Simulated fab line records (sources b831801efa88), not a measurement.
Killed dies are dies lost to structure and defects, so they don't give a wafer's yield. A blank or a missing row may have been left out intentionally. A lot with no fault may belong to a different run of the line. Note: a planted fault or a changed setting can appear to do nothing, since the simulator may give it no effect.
Which tool is to blame?    flow sfq_line    Sampling: 14 lots, 41 wafers, 4 of 325 route steps

WHAT THE GAUGES SHOWED, per wafer
The record holds no reading of a measuring or inspecting step that can be judged against a usual standard deviation.

EACH LOT AND THE TOOL THAT RAN IT (in order: tool; ch and the chambers of the sampled wafers; start)
lot   SFQ_TRILAYER_I2_DEP_PECVD_063    SFQ_TRILAYER_I2_VIA_STRIP_STRIP_071  SFQ_TRILAYER_M3_ETCH_METAL_ETCH_078  SFQ_TRILAYER_I3_METRO_MEASURE_083
L215  pecvd-04 ch 0,1, day 28 21:23    rie_metal-03 ch 0,1, day 29 07:13    rie_metal-03 ch 0,1, day 35 20:46    film_metro-02, day 36 12:43
L216  pecvd-02 ch 0,1,2, day 30 22:42  rie_metal-03 ch 0,1, day 31 12:26    rie_metal-02 ch 0,1, day 36 22:37    film_metro-01, day 37 18:00
L217  pecvd-02 ch 0,2, day 31 06:01    rie_metal-01 ch 0, day 31 18:26      rie_metal-03 ch 0,1, day 36 23:49    film_metro-04, day 37 18:55
L218  pecvd-04 ch 1,2, day 31 22:49    rie_metal-03 ch 0,1, day 32 06:38    rie_metal-02 ch 0,1, day 37 01:03    film_metro-04, day 37 22:07
L219  pecvd-02 ch 1,2, day 32 06:01    rie_metal-01 ch 0,1, day 38 12:07    rie_metal-02 ch 0,1, day 38 15:40    film_metro-04, day 39 21:43
L220  pecvd-03 ch 0,2, day 32 13:21    rie_metal-01 ch 0,1, day 38 15:43    rie_metal-02 ch 0,1, day 38 19:08    film_metro-04, day 40 03:43
L226  pecvd-04 ch 0,2, day 34 22:52    rie_metal-03 ch 0,1, day 41 02:02    rie_metal-02 ch 0,1, day 41 05:28    film_metro-04, day 41 21:43
L229  pecvd-02 ch 0,2, day 36 07:16    rie_metal-01 ch 0,1, day 42 09:22    rie_metal-02 ch 0, day 42 12:44      film_metro-01, day 42 17:52
L233  pecvd-03 ch 0,1,2, day 38 06:52  rie_metal-01 ch 0,1, day 45 02:02    rie_metal-04 ch 0,1, day 50 21:08    film_metro-04, day 51 03:14
L234  pecvd-02 ch 0,1, day 39 18:26    rie_metal-03 ch 0,1, day 46 03:10    rie_metal-02 ch 0,1, day 51 23:34    film_metro-01, day 52 05:26
L235  pecvd-02 ch 0,1, day 39 20:50    rie_metal-03 ch 1, day 46 07:58      rie_metal-03 ch 0,1, day 52 03:10    film_metro-04, day 52 07:16
L236  pecvd-03 ch 0,2, day 39 22:02    rie_metal-04 ch 0, day 46 11:58      rie_metal-02 ch 0,1, day 52 06:49    film_metro-02, day 52 11:16
L237  pecvd-04 ch 1,2, day 39 23:27    rie_metal-01 ch 0,1, day 46 13:58    rie_metal-02 ch 0,1, day 52 09:10    film_metro-02, day 52 14:04
L238  pecvd-04 ch 1,2, day 40 01:38    rie_metal-04 ch 0, day 46 15:10      rie_metal-04 ch 0,1, day 52 11:34    film_metro-01, day 52 16:52
- SFQ_TRILAYER_I2_DEP_PECVD_063: deposits SiO2 from SiH4/N2O, time 111.11 s, target thk 500 nm.
- SFQ_TRILAYER_I2_VIA_STRIP_STRIP_071: strips in O2.
- SFQ_TRILAYER_M3_ETCH_METAL_ETCH_078: etches Nb in Cl2/Ar, stops on SiO2, target depth 240 nm, time 120 s.
- SFQ_TRILAYER_I3_METRO_MEASURE_083

WHAT THE TOOLS THEMSELVES READ (means of the sampled wafers that have a number; where no wafer has one, the mark that the record gives instead)
SFQ_TRILAYER_I2_DEP_PECVD_063.
lot   tool      heater_power_w (W)  susceptor_temp_C (C)  throttle_valve_pct (%)
L215  pecvd-04  95                  150.09                24.7
L216  pecvd-02  79                  150.02                24.6
L217  pecvd-02  73                  149.93                25.6
L218  pecvd-04  104                 150.11                24.3
L219  pecvd-02  77                  149.92                24.6
L220  pecvd-03  84                  149.86                23.1
L226  pecvd-04  105                 149.98                25.1
L229  pecvd-02  80                  150.01                25.6
L233  pecvd-03  84                  150.03                24.4
L234  pecvd-02  81                  150.10                24.6
L235  pecvd-02  78                  149.96                23.6
L236  pecvd-03  89                  150.04                23.2
L237  pecvd-04  99                  149.89                24.6
L238  pecvd-04  102                 149.91                24.6

SFQ_TRILAYER_I2_VIA_STRIP_STRIP_071.
lot   tool          drypump_motor_current_A (A)  oes_product_au (a.u.)
L215  rie_metal-03  5.2                          1.014
L216  rie_metal-03  5.5                          0.990
L217  rie_metal-01  5.3                          0.983
L218  rie_metal-03  5.5                          0.999
L219  rie_metal-01  5.6                          0.981
L220  rie_metal-01  5.6                          0.981
L226  rie_metal-03  5.3                          0.989
L229  rie_metal-01  5.8                          0.997
L233  rie_metal-01  5.8                          0.983
L234  rie_metal-03  5.5                          0.987
L235  rie_metal-03  5.7                          0.982
L236  rie_metal-04  5.5                          1.003
L237  rie_metal-01  5.8                          0.991
L238  rie_metal-04  5.5                          1.004

SFQ_TRILAYER_M3_ETCH_METAL_ETCH_078.
lot   tool          drypump_motor_current_A (A)  oes_product_au (a.u.)  run_length_s (s)
L215  rie_metal-03  5.24                         0.887                  148.5
L216  rie_metal-02  5.81                         0.897                  148.4
L217  rie_metal-03  5.24                         0.902                  148.6
L218  rie_metal-02  5.73                         0.898                  148.7
L219  rie_metal-02  5.71                         0.901                  148.6
L220  rie_metal-02  5.81                         0.896                  148.6
L226  rie_metal-02  5.76                         0.946                  134.2
L229  rie_metal-02  5.63                         0.931                  139.0
L233  rie_metal-04  5.32                         0.899                  148.0
L234  rie_metal-02  5.82                         0.892                  148.5
L235  rie_metal-03  5.22                         0.899                  148.6
L236  rie_metal-02  5.73                         0.894                  148.9
L237  rie_metal-02  5.73                         0.897                  148.8
L238  rie_metal-04  5.28                         0.908                  147.9

SFQ_TRILAYER_I3_METRO_MEASURE_083.
lot   tool           thk_nm (nm)
L215  film_metro-02  198.5
L216  film_metro-01  199.0
L217  film_metro-04  200.4
L218  film_metro-04  201.0
L219  film_metro-04  200.0
L220  film_metro-04  199.1
L226  film_metro-04  199.6
L229  film_metro-01  200.6
L233  film_metro-04  199.1
L234  film_metro-01  200.8
L235  film_metro-04  200.7
L236  film_metro-02  199.7
L237  film_metro-02  199.7
L238  film_metro-01  200.8

THE ANSWER, worked out from the rows above alone
Rule: the usual values come from the lots themselves. Put in order of their means at a reading, lots are off if they are a third of the lots or fewer, leave a main group of 4 or more, and stand apart from it by a gap of 3 or more times the standard deviation of the main group's means; of several such gaps the widest counts. Not used: any main group whose means are identical at the precision the tables above print for the reading. A lot without any number at a reading at which 4 lots or more have one is off too. All remaining lots with rows at the step are treated as sound. After the gauges, taken in route order, come the tools' own readings; for these a lot's mean is taken, as printed above. At the first step where some lot is off, the reading lying furthest off is the one used; lots without a number count as furthest.
Off, at SFQ_TRILAYER_M3_ETCH_METAL_ETCH_078 on run_length_s: L226, L229. The main group: mean 148.5 s, standard deviation 0.28.
A tool fits if, at that step or a process step before it, it ran every lot that is off, and no sound lot after the first of them. None of those tried fits.

WHAT THE SIMULATOR HAD PUT IN
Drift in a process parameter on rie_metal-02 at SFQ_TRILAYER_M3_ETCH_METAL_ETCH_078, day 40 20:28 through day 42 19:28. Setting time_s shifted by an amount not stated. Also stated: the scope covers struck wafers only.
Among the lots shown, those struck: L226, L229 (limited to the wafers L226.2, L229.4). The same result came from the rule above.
